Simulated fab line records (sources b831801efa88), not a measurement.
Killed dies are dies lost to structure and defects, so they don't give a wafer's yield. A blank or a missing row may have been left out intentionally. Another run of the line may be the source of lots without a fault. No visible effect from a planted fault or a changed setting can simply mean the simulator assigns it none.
8D (eight disciplines) problem report, filled in by code + flow sky130 + the parts of the form that need people (team, actions taken, sign-off) are left out

== 1. WHAT IS WRONG ==
Wafers without a fault read 5.353 s, standard deviation 0.013; stripTimeToEndpointS at SKY_POLY_CUT_STRIP_12 reads a mean of 5.255 s on 4 wafers belonging to 2 lots. Measured from the usual mean, that is -7.6 standard deviations.
The step: strips in O2/N2.
First seen on wafer L398.1, day 30 15:53, on plasmaAsher-02. The record holds 36 wafers of 12 lots with a number at this step. Rule for "out", or "out of limits": more than 4 standard deviations from the usual mean. Any other wafer with a number is counted as sound.

== 2. WHAT IT IS, AND WHAT IT ISN'T ==
| question                    | is                             | is not                                                                                 |
|-----------------------------|--------------------------------|----------------------------------------------------------------------------------------|
| which readings at this step | stripTimeToEndpointS           | drypumpMotorCurrentA, oesProductAu                                                     |
| which lots                  | L398, L399                     | L380, L382, L384, L386, L387, L389, L391, L401, L402, L403                             |
| which wafers of those lots  | L398.1, L398.4, L399.1, L399.3 | L398.2, L399.6                                                                         |
| read on which tools         | plasmaAsher-02, plasmaAsher-04 | -                                                                                      |
| when                        | from day 30 15:53              | up to then (22 sound wafers); but 10 sound wafers of L399, L401, L402, L403 came after |

== 3. SUSPECTS, AND WHAT RULES EACH OUT ==
Counting: if a tool at a process step up to the reading ran every lot that is out, it stays a suspect. Sound lots after the first of them don't rule it out here, since some wafers of a struck lot are sound.
- plasmaAsher-02 at SKY_LDD_N_STRIP_16 (strips in O2/N2): kept. It processed each lot that is out (first: L398, day 24 13:33); up to then, its last sound lot is L391 (day 22 05:50).
- lithoTrack-03 at SKY_POLY_CUT_COAT_03 (resist thk 450 nm): kept. It processed each lot that is out (first: L398, day 30 01:00); up to then, its last sound lot is L389 (day 27 15:00).
After counting, plasmaAsher-02 at SKY_LDD_N_STRIP_16 and lithoTrack-03 at SKY_POLY_CUT_COAT_03 remain.

== 4. THE CAUSE (what the simulator had put in) ==
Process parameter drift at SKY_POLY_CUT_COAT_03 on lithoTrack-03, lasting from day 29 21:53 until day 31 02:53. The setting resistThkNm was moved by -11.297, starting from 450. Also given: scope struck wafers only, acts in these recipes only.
This tool is one of the 2 suspects left after counting.

== 5. SEQUENCE OF EFFECTS, ordered by route ==
One row per reading whose mean, taken over the struck wafers that have a number, lies over 3 standard deviations from the usual. Scope: only readings with a usual standard deviation given in the record; hours: median across lots of the time from each lot's start at the first step in this table that gives one to its start at this step; sigmas: change in usual standard deviations.
| hours | step                  | reading              | usual   | on struck wafers | change | sigmas |
|-------|-----------------------|----------------------|---------|------------------|--------|--------|
| 0     | SKY_POLY_CUT_STRIP_12 | stripTimeToEndpointS | 5.353 s | 5.255            | -0.098 | -7.6   |
The process steps in it:
- SKY_POLY_CUT_STRIP_12: strips in O2/N2.

== 6. HOW IT WOULD HAVE BEEN CAUGHT EARLIER ==
In this record the first reading out of limits was taken at day 30 15:53, 18 hours after the fault began at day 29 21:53.
Each of the lots that are out, 2 in all, had begun SKY_POLY_CUT_COAT_03 on lithoTrack-03 no later than day 30 15:53. Had the tool been put on hold then, not one of them would have been saved.
